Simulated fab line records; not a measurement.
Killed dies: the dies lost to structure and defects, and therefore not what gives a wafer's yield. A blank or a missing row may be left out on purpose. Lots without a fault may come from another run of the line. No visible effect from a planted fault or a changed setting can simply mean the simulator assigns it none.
fab line records + flow gf180mcu
[record]
- lots = 12
- wafers = 36
- lastDay = 34
route steps=602 shown CONTACT@291 M1@315 V1@357 M2@377
lots untouched by any fault: they come from a run of this same line in which no faults occurred
startH: the number of hours between the record's first day and the start of the first shown wafer of the lot + waitH: hours from the lot's prior step to this one + " unchanged from the row above + L1.1+2: several wafers, shown together as one row + - no value present, or no start provided + * or withheld: withheld + < > ~ a bound
route shown NAME@n: names a module that has steps shown in the file, with the first one's number in the route + usual: average and standard deviation across the fault-free wafers + same: alike in all rows + chamber/n: place in a boat + sites: each site's reading + _std_site: their standard deviation + _edge_site: outer sites' mean less inner sites' + radiusMm: for every site, how far away it sits from the centre of the wafer + mask NAME#n: copy n + behind: the tool/chamber that last shaped the wafer + hold: the reason the lot was held/the length of the hold in hours/how it ended + device: whichever transistor did not switch (one of n, p or np) + end of line: at the end of the route, the tests of the same wafers + a step given without rows: its recipe and nothing more + killed: not the wafer's yield, but the dies lost to structure and defects at the first sort + map: the dies of a wafer, with x for killed, . for not killed, _ for no die there
set.NAME: the setting as run; set.NAME@STEP: as run at that earlier step + model.NAME: the simulator's own value behind a step, which no gauge read
the route's steps for a sample of lots (tables are steps, rows are wafers)
services: the hour from which a tool's chamber was out of use, counted from the record's first day as startH (under 0 if before that day), plus the number of hours and why
[[steps]]
[step GF_CONTACT_CMP_04]
[recipe]
- material = SiO2
- downForcePsi = 4
- platenRpm = 60
- padVelocityMS = 0.94248
[usual]
- motorCurrentA = 12.3/1.1
- retainingRingPressureFrac = 1.000/0.0043
- timeToEndpointS = 108/7.3
| lot.wafer | tool   | chamber | startH | waitH | motorCurrentA | retainingRingPressureFrac | timeToEndpointS |
|-----------|--------|---------|--------|-------|---------------|---------------------------|-----------------|
| L675.1    | cmp-01 | 1       | 352.16 | 0.4   | 13.0          | 1.000                     | 94              |
| L675.2    | "      | 3       | "      | "     | 11.0          | 0.994                     | 105             |
| L675.5    | "      | 1       | "      | "     | 12.8          | 0.999                     | 96              |
| L674.2    | cmp-01 | 0       | 354.55 | 0.1   | 12.4          | 1.000                     | 101             |
| L674.3    | "      | 2       | "      | "     | 11.1          | 0.996                     | 100             |
| L674.5    | "      | 0       | "      | "     | 12.8          | 0.998                     | 100             |
| L672.1    | cmp-01 | 0       | 357.84 | 0.3   | 12.9          | 1.000                     | 102             |
| L672.4    | "      | 1       | "      | "     | 13.1          | 0.995                     | 112             |
| L672.5    | "      | 3       | "      | "     | 10.7          | 0.998                     | 115             |
| L676.1    | cmp-01 | 0       | 361.00 | 0.1   | 12.3          | 0.999                     | 103             |
| L676.3    | "      | 1       | "      | "     | 13.0          | 1.004                     | 108             |
| L676.5    | "      | 3       | "      | "     | 11.3          | 0.997                     | 122             |
| L678.4    | cmp-01 | 2       | 372.74 | 0.1   | 10.7          | 0.998                     | 102             |
| L678.3    | "      | 3       | "      | "     | 11.1          | 1.010                     | 109             |
| L678.6    | "      | 0       | "      | "     | 12.2          | 0.999                     | 107             |
| L680.2    | cmp-02 | 0       | 385.12 | 0.0   | 11.8          | 0.997                     | 107             |
| L680.1    | "      | 1       | "      | "     | 13.5          | 0.995                     | 102             |
| L680.6    | "      | 0       | "      | "     | 12.5          | 1.001                     | 112             |
| L685.3    | cmp-02 | 1       | 433.13 | 0.0   | 13.5          | 1.003                     | 94              |
| L685.1    | "      | 0       | "      | "     | 12.2          | 0.996                     | 109             |
| L685.5    | "      | 2       | "      | "     | 11.3          | 1.002                     | 113             |
| L690.1    | cmp-01 | 0       | 481.59 | 0.1   | 13.1          | 1.000                     | 107             |
| L690.4    | "      | 1       | "      | "     | 13.5          | 1.002                     | 117             |
| L690.2    | "      | 3       | "      | "     | 10.9          | 1.005                     | 125             |
| L691.1    | cmp-01 | 3       | 486.34 | 0.1   | 11.2          | 0.997                     | 113             |
| L691.3    | "      | 0       | "      | "     | 12.4          | 0.998                     | 111             |
| L691.6    | "      | 2       | "      | "     | 10.6          | 0.994                     | 113             |
| L693.2    | cmp-01 | 2       | 504.68 | 0.0   | 11.1          | 1.002                     | 110             |
| L693.3    | "      | 0       | "      | "     | 13.3          | 1.000                     | 115             |
| L693.4    | "      | 1       | "      | "     | 12.6          | 1.000                     | 103             |
| L694.3    | cmp-01 | 0       | 514.48 | 0.0   | 12.1          | 1.001                     | 113             |
| L694.4    | "      | 3       | "      | "     | 11.6          | 0.993                     | 121             |
| L694.5    | "      | 0       | "      | "     | 12.7          | 0.999                     | 117             |
| L695.4    | cmp-01 | 0       | 520.48 | 0.0   | 12.2          | 0.999                     | 106             |
| L695.3    | "      | 2       | "      | "     | 11.0          | 0.996                     | 98              |
| L695.6    | "      | 0       | "      | "     | 12.6          | 1.002                     | 109             |
[step GF_M1_SPUTTER_00]
[recipe]
- material = Ti
- targetThkNm = 37.5
- arrivingIonEnergyEv = 80
- substrateTempC = 200
- chamberPressurePa = 2
- powerW = 4000
- timeS = 150
[usual]
- throttleValvePct = 30.9/1.1
| lot.wafer | tool          | chamber | startH | waitH | throttleValvePct |
|-----------|---------------|---------|--------|-------|------------------|
| L675.1    | pvdSputter-04 | -       | 377.07 | 0.1   | 32.2             |
| L675.2    | "             | -       | "      | "     | 31.2             |
| L675.5    | "             | -       | "      | "     | 32.1             |
| L674.2    | pvdSputter-03 | -       | 379.81 | 0.1   | 31.3             |
| L674.3    | "             | -       | "      | "     | 28.7             |
| L674.5    | "             | -       | "      | "     | 28.6             |
| L672.1    | pvdSputter-03 | -       | 383.35 | 0.2   | 32.4             |
| L672.4    | "             | -       | "      | "     | 28.3             |
| L672.5    | "             | -       | "      | "     | 32.2             |
| L676.1    | pvdSputter-04 | -       | 386.01 | 0.2   | 30.4             |
| L676.3    | "             | -       | "      | "     | 31.1             |
| L676.5    | "             | -       | "      | "     | 28.8             |
| L678.3    | pvdSputter-04 | -       | 398.53 | 0.2   | 28.8             |
| L678.4    | "             | -       | "      | "     | 30.8             |
| L678.6    | "             | -       | "      | "     | 30.5             |
| L680.1    | pvdSputter-01 | -       | 411.37 | 0.2   | 31.6             |
| L680.2    | "             | -       | "      | "     | 31.2             |
| L680.6    | "             | -       | "      | "     | 30.4             |
| L685.1    | pvdSputter-04 | -       | 459.88 | 0.2   | 29.1             |
| L685.3    | "             | -       | "      | "     | 30.2             |
| L685.5    | "             | -       | "      | "     | 30.1             |
| L690.1    | pvdSputter-01 | -       | 505.60 | 0.2   | 30.6             |
| L690.2    | "             | -       | "      | "     | 31.6             |
| L690.4    | "             | -       | "      | "     | 31.7             |
| L691.1    | pvdSputter-01 | -       | 510.03 | 0.1   | 31.2             |
| L691.3    | "             | -       | "      | "     | 31.6             |
| L691.6    | "             | -       | "      | "     | 30.7             |
| L693.2    | pvdSputter-01 | -       | 529.03 | 0.1   | 31.6             |
| L693.3    | "             | -       | "      | "     | 30.7             |
| L693.4    | "             | -       | "      | "     | 31.5             |
| L694.3    | pvdSputter-03 | -       | 538.53 | 0.1   | 30.9             |
| L694.4    | "             | -       | "      | "     | 28.5             |
| L694.5    | "             | -       | "      | "     | 31.1             |
| L695.3    | pvdSputter-03 | -       | 544.34 | 0.2   | 32.3             |
| L695.4    | "             | -       | "      | "     | 30.9             |
| L695.6    | "             | -       | "      | "     | 31.4             |
[step GF_M1_RS_MEAS_05]
[recipe]
- thkMeasGauge = four-point-probe
- reads = TiN_of_M1_SPUTTER_04+Ti_of_M1_SPUTTER_03+AlCu_of_M1_SPUTTER_02+TiN_of_M1_SPUTTER_01+Ti_of_M1_SPUTTER_00
[usual]
- M1_ALCU_RS = 0.0692/0.001
| lot.wafer | tool         | chamber | startH | waitH | hold                    | M1_ALCU_RS[ohm/sq] |
|-----------|--------------|---------|--------|-------|-------------------------|--------------------|
| L675.1    | filmMetro-03 | -       | 377.29 | 0.0   | -                       | 0.0688             |
| L675.2    | "            | -       | "      | "     | -                       | 0.0675             |
| L675.5    | "            | -       | "      | "     | -                       | 0.0686             |
| L674.2    | filmMetro-01 | -       | 380.05 | 0.0   | -                       | 0.0681             |
| L674.3    | "            | -       | "      | "     | -                       | 0.0707             |
| L674.5    | "            | -       | "      | "     | -                       | 0.0704             |
| L672.1    | filmMetro-01 | -       | 383.57 | 0.0   | -                       | 0.0709             |
| L672.4    | "            | -       | "      | "     | -                       | 0.0713             |
| L672.5    | "            | -       | "      | "     | -                       | 0.0710             |
| L676.1    | filmMetro-04 | -       | 386.23 | 0.0   | -                       | 0.0681             |
| L676.3    | "            | -       | "      | "     | -                       | 0.0680             |
| L676.5    | "            | -       | "      | "     | -                       | 0.0683             |
| L678.3    | filmMetro-04 | -       | 398.79 | 0.1   | -                       | 0.0687             |
| L678.4    | "            | -       | "      | "     | -                       | 0.0682             |
| L678.6    | "            | -       | "      | "     | -                       | 0.0684             |
| L680.1    | filmMetro-03 | -       | 411.59 | 0.0   | -                       | 0.0694             |
| L680.2    | "            | -       | "      | "     | -                       | 0.0701             |
| L680.6    | "            | -       | "      | "     | -                       | 0.0692             |
| L685.1    | filmMetro-04 | -       | 460.10 | 0.0   | awaitDispo/0.2h/release | 0.0685             |
| L685.3    | "            | -       | "      | "     | awaitDispo/0.2h/release | 0.0672             |
| L685.5    | "            | -       | "      | "     | awaitDispo/0.2h/release | 0.0672             |
| L685.1    | filmMetro-04 | -       | 460.39 | 0.3   | -                       | 0.0684             |
| L685.3    | "            | -       | "      | "     | -                       | 0.0673             |
| L685.5    | "            | -       | "      | "     | -                       | 0.0673             |
| L690.1    | filmMetro-04 | -       | 505.82 | 0.0   | -                       | 0.0695             |
| L690.2    | "            | -       | "      | "     | -                       | 0.0691             |
| L690.4    | "            | -       | "      | "     | -                       | 0.0689             |
| L691.1    | filmMetro-03 | -       | 510.25 | 0.0   | -                       | 0.0704             |
| L691.3    | "            | -       | "      | "     | -                       | 0.0695             |
| L691.6    | "            | -       | "      | "     | -                       | 0.0703             |
| L693.2    | filmMetro-04 | -       | 529.27 | 0.0   | -                       | 0.0689             |
| L693.3    | "            | -       | "      | "     | -                       | 0.0705             |
| L693.4    | "            | -       | "      | "     | -                       | 0.0702             |
| L694.3    | filmMetro-01 | -       | 538.79 | 0.1   | -                       | 0.0692             |
| L694.4    | "            | -       | "      | "     | -                       | 0.0697             |
| L694.5    | "            | -       | "      | "     | -                       | 0.0690             |
| L695.3    | filmMetro-04 | -       | 544.60 | 0.1   | -                       | 0.0700             |
| L695.4    | "            | -       | "      | "     | -                       | 0.0686             |
| L695.6    | "            | -       | "      | "     | -                       | 0.0691             |
[step GF_V1_SPUTTER_22]
[recipe]
- material = TiN
- targetThkNm = 10
- chamberPressurePa = 5
- powerW = 4000
- timeS = 40
[usual]
- throttleValvePct = 30.7/0.97
| lot.wafer | tool          | chamber | startH | waitH | throttleValvePct |
|-----------|---------------|---------|--------|-------|------------------|
| L675.1    | pvdSputter-01 | -       | 429.31 | 0.0   | 31.5             |
| L675.2    | "             | -       | "      | "     | 31.8             |
| L675.5    | "             | -       | "      | "     | 31.4             |
| L674.2    | pvdSputter-01 | -       | 432.81 | 0.0   | 30.6             |
| L674.3    | "             | -       | "      | "     | 31.8             |
| L674.5    | "             | -       | "      | "     | 31.5             |
| L672.1    | pvdSputter-04 | -       | 435.21 | 0.0   | 30.5             |
| L672.4    | "             | -       | "      | "     | 32.4             |
| L672.5    | "             | -       | "      | "     | 31.0             |
| L676.1    | pvdSputter-01 | -       | 438.42 | 0.0   | 31.3             |
| L676.3    | "             | -       | "      | "     | 30.9             |
| L676.5    | "             | -       | "      | "     | 31.9             |
| L678.3    | pvdSputter-01 | -       | 450.96 | 0.0   | 31.5             |
| L678.4    | "             | -       | "      | "     | 31.5             |
| L678.6    | "             | -       | "      | "     | 31.8             |
| L680.1    | pvdSputter-04 | -       | 463.39 | 0.0   | 28.8             |
| L680.2    | "             | -       | "      | "     | 32.2             |
| L680.6    | "             | -       | "      | "     | 32.5             |
| L685.1    | pvdSputter-04 | -       | 507.36 | 0.0   | 30.5             |
| L685.3    | "             | -       | "      | "     | 32.4             |
| L685.5    | "             | -       | "      | "     | 29.0             |
| L690.1    | pvdSputter-02 | -       | 552.86 | 0.0   | 29.6             |
| L690.2    | "             | -       | "      | "     | 29.1             |
| L690.4    | "             | -       | "      | "     | 30.0             |
| L691.1    | pvdSputter-02 | -       | 557.87 | 0.0   | 30.7             |
| L691.3    | "             | -       | "      | "     | 30.1             |
| L691.6    | "             | -       | "      | "     | 29.1             |
| L693.2    | pvdSputter-02 | -       | 574.97 | 0.0   | 29.9             |
| L693.3    | "             | -       | "      | "     | 30.8             |
| L693.4    | "             | -       | "      | "     | 28.9             |
| L694.3    | pvdSputter-02 | -       | 585.31 | 0.0   | 29.1             |
| L694.4    | "             | -       | "      | "     | 30.1             |
| L694.5    | "             | -       | "      | "     | 29.8             |
| L695.3    | pvdSputter-01 | -       | 590.06 | 0.0   | 31.7             |
| L695.4    | "             | -       | "      | "     | 31.3             |
| L695.6    | "             | -       | "      | "     | 30.6             |
[step GF_M2_OVL_MEAS_15]
[usual]
- M2_OVL = -2/5.1
| lot.wafer | tool       | chamber | startH | waitH | M2_OVL[nm] |
|-----------|------------|---------|--------|-------|------------|
| L675.1    | overlay-01 | -       | 455.60 | 0.1   | -13        |
| L675.2    | "          | -       | "      | "     | -9         |
| L675.5    | "          | -       | "      | "     | -20        |
| L674.2    | overlay-02 | -       | 458.95 | 0.1   | 2          |
| L674.3    | "          | -       | "      | "     | 9          |
| L674.5    | "          | -       | "      | "     | 7          |
| L672.1    | overlay-01 | -       | 461.11 | 0.1   | 2          |
| L672.4    | "          | -       | "      | "     | -2         |
| L672.5    | "          | -       | "      | "     | -3         |
| L676.1    | overlay-02 | -       | 464.25 | 0.1   | 1          |
| L676.3    | "          | -       | "      | "     | 0          |
| L676.5    | "          | -       | "      | "     | -2         |
| L678.3    | overlay-02 | -       | 474.76 | 0.1   | -3         |
| L678.4    | "          | -       | "      | "     | 4          |
| L678.6    | "          | -       | "      | "     | 4          |
| L680.1    | overlay-02 | -       | 486.46 | 0.1   | 2          |
| L680.2    | "          | -       | "      | "     | 5          |
| L680.6    | "          | -       | "      | "     | 2          |
| L685.1    | overlay-02 | -       | 530.45 | 0.1   | 7          |
| L685.3    | "          | -       | "      | "     | 2          |
| L685.5    | "          | -       | "      | "     | -6         |
| L690.1    | overlay-02 | -       | 576.60 | 0.1   | -5         |
| L690.2    | "          | -       | "      | "     | -12        |
| L690.4    | "          | -       | "      | "     | -10        |
| L691.1    | overlay-01 | -       | 580.66 | 0.1   | 0          |
| L691.3    | "          | -       | "      | "     | -1         |
| L691.6    | "          | -       | "      | "     | -4         |
| L693.2    | overlay-01 | -       | 597.76 | 0.1   | -15        |
| L693.3    | "          | -       | "      | "     | 1          |
| L693.4    | "          | -       | "      | "     | 0          |
| L694.3    | overlay-01 | -       | 608.41 | 0.1   | -7         |
| L694.4    | "          | -       | "      | "     | -6         |
| L694.5    | "          | -       | "      | "     | -6         |
| L695.3    | overlay-02 | -       | 612.46 | 0.1   | -9         |
| L695.4    | "          | -       | "      | "     | -12        |
| L695.6    | "          | -       | "      | "     | -15        |
[[services]]
| tool          | chamber | startH | hours | kind   |
|---------------|---------|--------|-------|--------|
| pvdSputter-01 | -       | 332.51 | 1.9   | repair |
| cmp-02        | -       | 335.74 | 2.9   | repair |
| pvdSputter-02 | -       | 338.11 | 1.7   | repair |
| pvdSputter-01 | -       | 339.81 | 10.0  | repair |
| cmp-02        | -       | 350.53 | 1.8   | repair |
| pvdSputter-02 | -       | 367.13 | 2.7   | repair |
| cmp-02        | -       | 397.81 | 1.1   | repair |
| cmp-02        | -       | 404.16 | 4.0   | pm     |
| pvdSputter-02 | -       | 411.52 | 1.2   | repair |
| cmp-01        | -       | 411.76 | 4.4   | repair |
| cmp-01        | -       | 456.78 | 0.4   | repair |
| cmp-02        | -       | 457.47 | 0.8   | repair |
| cmp-02        | -       | 458.04 | 0.4   | repair |
| pvdSputter-01 | -       | 472.45 | 0.9   | repair |
| pvdSputter-01 | -       | 472.68 | 3.9   | repair |
| cmp-02        | -       | 498.06 | 4.6   | pm     |
| pvdSputter-02 | -       | 509.91 | 2.2   | repair |
| pvdSputter-04 | -       | 523.28 | 0.7   | repair |
| cmp-02        | -       | 523.61 | 2.6   | repair |
| pvdSputter-04 | -       | 537.10 | 0.6   | repair |
| pvdSputter-01 | -       | 553.46 | 6.0   | repair |
| pvdSputter-04 | -       | 562.26 | 9.9   | repair |
| cmp-01        | -       | 569.02 | 8.9   | repair |
| cmp-01        | -       | 577.90 | 4.0   | pm     |
[[key]]
[firstSign]
- step = GF_M1_RS_MEAS_05
- reading = visit
- direction = added
effect none on later readings
metAt GF_M1_SPUTTER_00
struckLots L685
struckWafers L685.1,L685.3
notActingAt GF_CONTACT_CMP_04,GF_V1_SPUTTER_22,GF_M2_OVL_MEAS_15
onsetBetween 398.53 459.88
[fault]
- kind = processParameterDrift
- tool = pvdSputter-04
- chamber = -
- onsetH = 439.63
- steps = GF_M1_SPUTTER_00
- channel = targetThkNm
- offset = 15.387
- shape = step
- endH = 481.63
- scope = struckWafersOnly
- actsIn = theseRecipesOnly
- stated = 37.5
